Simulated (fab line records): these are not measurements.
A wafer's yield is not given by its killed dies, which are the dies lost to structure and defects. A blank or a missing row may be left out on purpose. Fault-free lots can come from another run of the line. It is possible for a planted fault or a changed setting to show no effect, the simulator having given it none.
Which tool did it? | flow sky130 | 6 lots with 17 wafers sampled at 4 steps, on a route of 708 steps

WHAT THE GAUGES SHOWED, per wafer
SKY_VIA4_OVL_MEAS_11.
lot  | measured     | on         | VIA4_OVL (nm)
L593 | day 43 23:14 | overlay-01 | -0.3 -1.1 -1.5
L595 | day 44 05:33 | overlay-02 | -0.5 -0.1 -0.7
L603 | day 46 11:40 | overlay-01 | 0.5 0.9
L606 | day 46 21:32 | overlay-01 | 0.2 -1.0 -1.3
L608 | day 47 12:32 | overlay-02 | -2.7 -1.9 -2.0
L612 | day 48 12:15 | overlay-02 | -0.9 -1.0 -1.6

EACH LOT AND THE TOOL THAT RAN IT (in order: tool; ch and the chambers of the sampled wafers; start)
lot  | SKY_METAL2_STRIP_20                 | SKY_VIA4_CMP_02               | SKY_VIA4_SOFTBAKE_07
L593 | plasmaAsher-01 ch 0,1, day 36 11:21 | cmp-02 ch 0,1,3, day 43 00:22 | lithoTrack-04 ch 0, day 43 11:59
L595 | plasmaAsher-03 ch 0, day 36 15:59   | cmp-01 ch 1,2,3, day 43 06:41 | lithoTrack-01 ch 0, day 43 18:13
L603 | plasmaAsher-03 ch 0,1, day 39 06:58 | cmp-02 ch 2,3, day 45 14:28   | lithoTrack-04 ch 0, day 46 01:23
L606 | plasmaAsher-01 ch 0,1, day 39 21:42 | cmp-02 ch 1,2, day 46 00:40   | lithoTrack-02 ch 0, day 46 11:22
L608 | plasmaAsher-01 ch 0,1, day 40 15:26 | cmp-01 ch 1,2,3, day 46 15:53 | lithoTrack-02 ch 0, day 47 02:37
L612 | plasmaAsher-03 ch 0,1, day 41 18:38 | cmp-01 ch 0,2, day 47 17:46   | lithoTrack-01 ch 0, day 48 03:04
- SKY_METAL2_STRIP_20: strips in O2/N2.
- SKY_VIA4_CMP_02: polishes SiO2.
- SKY_VIA4_SOFTBAKE_07: time 60 s.

THE ANSWER, worked out from the rows above alone
Rule: what is usual is taken from the lots themselves. The widest of any qualifying gaps counts: lots, ordered by their means at a reading, are off when they make up no more than a third of the lots, leave a main group of 4 or more, and stand apart from it by 3 or more times the standard deviation of that group's means. The tables above print the reading to a certain number of digits; a main group whose means all agree to those digits is not used. Also off: a lot with no number at a reading for which 4 or more lots have one. All remaining lots with rows at the step are treated as sound.
Across all readings shown, no lot is off: no conclusion can be drawn from this.

WHAT THE SIMULATOR PUT IN
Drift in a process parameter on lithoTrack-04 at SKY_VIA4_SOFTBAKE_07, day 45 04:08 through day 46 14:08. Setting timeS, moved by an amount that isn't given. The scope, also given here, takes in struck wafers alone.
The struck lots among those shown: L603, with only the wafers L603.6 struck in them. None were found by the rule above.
